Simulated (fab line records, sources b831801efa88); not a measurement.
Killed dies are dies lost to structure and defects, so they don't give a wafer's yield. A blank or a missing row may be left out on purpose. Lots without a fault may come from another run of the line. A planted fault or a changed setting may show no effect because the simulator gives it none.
Which tool did it? | flow sky130 | 12 lots, 36 wafers sampled, at 4 steps of a route of 708

WHAT THE GAUGES READ, wafer by wafer
SKY_VT_ADJUST_LVTN_TW_MEAS_10. Usual: VT_ADJUST_LVTN_TW 243.4, standard deviation 1.2.
lot  | measured     | on            | VT_ADJUST_LVTN_TW | flag
L874 | day 6 21:31  | film_metro-02 | 242.7 241.5 243.5 |
L875 | day 7 04:32  | film_metro-04 | 243.2 243.2 244.8 |
L879 | day 8 03:46  | film_metro-04 | 243.4 243.6 244.1 |
L881 | day 8 17:30  | film_metro-02 | 244.4 243.9 244.0 |
L886 | day 9 23:02  | film_metro-02 | 242.3 243.6 242.7 |
L888 | day 10 16:56 | film_metro-02 | 241.5 241.3 241.4 |
L889 | day 10 22:25 | film_metro-02 | 240.7 242.8 242.0 |
L890 | day 11 03:52 | film_metro-01 | 243.3 243.7 243.4 |
L892 | day 11 17:53 | film_metro-02 | 242.2 241.6 240.9 |
L894 | day 12 14:07 | film_metro-01 | 244.0 244.4 244.0 |
L896 | day 12 21:13 | film_metro-01 | 244.4 244.8 244.4 |
L897 | day 13 01:28 | film_metro-01 | 242.9 243.2 243.2 |

SKY_POLY_GATE_OVL_MEAS_14. Usual: POLY_GATE_OVL -1 nm, standard deviation 5.
lot  | measured     | on         | POLY_GATE_OVL (nm) | flag
L874 | day 16 13:00 | overlay-01 | 1 0 -7             |
L875 | day 16 18:16 | overlay-02 | -4 -11 -5          |
L879 | day 17 20:16 | overlay-01 | -3 -1 -3           |
L881 | day 18 15:27 | overlay-01 | -4 -2 4            |
L886 | day 20 18:19 | overlay-01 | -13 -11 -8         |
L888 | day 21 16:28 | overlay-01 | -3 -1 0            |
L889 | day 21 20:43 | overlay-02 | -16 -10 -7         |
L890 | day 22 03:04 | overlay-02 | 6 8 7              |
L892 | day 23 00:03 | overlay-01 | -2 -1 -3           |
L894 | day 23 19:36 | overlay-02 | -6 -3 -9           |
L896 | day 24 05:28 | overlay-01 | -7 0 -4            |
L897 | day 24 10:36 | overlay-01 | 2 -8 7             |

WHICH TOOL RAN EACH LOT (tool, then ch and the chambers of the sampled wafers, then the start)
lot  | SKY_FIELD_ISO_ETCH_17           | SKY_VT_ADJUST_PCH_STRIP_09
L874 | rie_si-01 ch 0,3, day 2 05:01   | plasma_asher-01 ch 0,1, day 10 12:34
L875 | rie_si-01 ch 0,2,3, day 2 11:52 | plasma_asher-02 ch 0,1, day 10 17:49
L879 | rie_si-02 ch 2,3, day 3 06:13   | plasma_asher-04 ch 0, day 11 20:01
L881 | rie_si-02 ch 0,3, day 3 17:49   | plasma_asher-02 ch 0,1, day 12 11:04
L886 | rie_si-02 ch 1,2, day 4 18:07   | plasma_asher-01 ch 0,1, day 14 01:43
L888 | rie_si-01 ch 0,3, day 5 07:34   | plasma_asher-01 ch 0,1, day 14 20:58
L889 | rie_si-01 ch 1,2, day 5 12:55   | plasma_asher-04 ch 1, day 15 02:22
L890 | rie_si-01 ch 1,2,3, day 5 16:18 | plasma_asher-02 ch 0,1, day 15 08:02
L892 | rie_si-01 ch 1,3, day 6 00:52   | plasma_asher-04 ch 0,1, day 16 00:32
L894 | rie_si-01 ch 1,2,3, day 6 13:31 | plasma_asher-04 ch 0,1, day 17 00:50
L896 | rie_si-01 ch 0,1,3, day 6 23:45 | plasma_asher-02 ch 0,1, day 17 08:04
L897 | rie_si-02 ch 0,2, day 7 04:45   | plasma_asher-04 ch 0,1, day 17 12:31
- SKY_FIELD_ISO_ETCH_17: etches Si in HBr/Cl2/O2, target depth 342 nm, time 97.7 s.
- SKY_VT_ADJUST_PCH_STRIP_09: strips in O2/N2.

WHAT THE TOOLS THEMSELVES READ (means of the sampled wafers that have a number; where no wafer has one, the mark that the record gives instead)
SKY_FIELD_ISO_ETCH_17. Usual: O2_flow_sccm 5.998 sccm, standard deviation 0.019; drypump_motor_current_A 5.5 A, standard deviation 0.54; oes_product_au 1.006 a.u., standard deviation 0.0071; run_length_s 126.0 s, standard deviation 0.37; throttle_valve_pct 25.653 %, standard deviation 0.0091.
lot  | tool      | O2_flow_sccm (sccm) | drypump_motor_current_A (A) | oes_product_au (a.u.) | run_length_s (s) | throttle_valve_pct (%) | flag
L874 | rie_si-01 | 5.975               | 5.2                         | 1.005                 | 125.5            | 25.655                 |
L875 | rie_si-01 | 6.011               | 5.2                         | 1.006                 | 125.8            | 25.656                 |
L879 | rie_si-02 | 6.016               | 6.1                         | 1.015                 | 126.4            | 25.644                 |
L881 | rie_si-02 | 5.991               | 6.3                         | 0.999                 | 93.2             | 25.655                 | OFF
L886 | rie_si-02 | 6.001               | 6.1                         | 1.015                 | 93.0             | 25.640                 | OFF
L888 | rie_si-01 | 6.012               | 5.2                         | 1.013                 | 125.5            | 25.658                 |
L889 | rie_si-01 | 6.005               | 5.1                         | 1.005                 | 125.8            | 25.652                 |
L890 | rie_si-01 | 6.003               | 5.1                         | 1.006                 | 125.7            | 25.650                 |
L892 | rie_si-01 | 6.001               | 5.1                         | 1.001                 | 126.1            | 25.656                 |
L894 | rie_si-01 | 5.994               | 5.1                         | 1.003                 | 125.7            | 25.655                 |
L896 | rie_si-01 | 5.994               | 5.1                         | 1.005                 | 125.9            | 25.649                 |
L897 | rie_si-02 | 6.005               | 6.2                         | 1.009                 | 126.2            | 25.651                 |

SKY_VT_ADJUST_PCH_STRIP_09. Usual: drypump_motor_current_A 5.7 A, standard deviation 0.34; oes_product_au 0.722 a.u., standard deviation 0.0048; strip_time_to_endpoint_s 36.92 s, standard deviation 0.099.
lot  | tool            | drypump_motor_current_A (A) | oes_product_au (a.u.) | strip_time_to_endpoint_s (s) | flag
L874 | plasma_asher-01 | 5.5                         | 0.721                 | 36.85                        |
L875 | plasma_asher-02 | 5.6                         | 0.721                 | 37.05                        |
L879 | plasma_asher-04 | 5.9                         | 0.725                 | 36.83                        |
L881 | plasma_asher-02 | 5.6                         | 0.722                 | 37.12                        |
L886 | plasma_asher-01 | 5.5                         | 0.724                 | 36.87                        |
L888 | plasma_asher-01 | 5.5                         | 0.723                 | 36.88                        |
L889 | plasma_asher-04 | 6.2                         | 0.723                 | 36.98                        |
L890 | plasma_asher-02 | 5.6                         | 0.731                 | 36.96                        |
L892 | plasma_asher-04 | 6.1                         | 0.727                 | 36.88                        |
L894 | plasma_asher-04 | 6.0                         | 0.723                 | 36.93                        |
L896 | plasma_asher-02 | 5.4                         | 0.722                 | 36.92                        |
L897 | plasma_asher-04 | 6.1                         | 0.726                 | 36.98                        |

THE ANSWER, worked out from the rows above alone
Rule: a lot is off if the mean of its wafers that have a number lies more than 3 standard deviations from the usual mean. A lot without any number at a reading at which 4 lots or more have one is off too. The other lots that the step has rows for count as sound. The gauges are gone through in route order, then the tools' own readings, and for those a lot's mean is taken as printed above. The first step at which some lot is off is used, and at that step the reading that is off furthest; a lot without a number counts as furthest.
Off: L881, L886, at SKY_FIELD_ISO_ETCH_17 (run_length_s).
A tool fits if, at that step or a process step before it, it ran every lot that is off, and no sound lot after the first of them. None of those tried fits.

WHAT THE SIMULATOR HAD PUT IN
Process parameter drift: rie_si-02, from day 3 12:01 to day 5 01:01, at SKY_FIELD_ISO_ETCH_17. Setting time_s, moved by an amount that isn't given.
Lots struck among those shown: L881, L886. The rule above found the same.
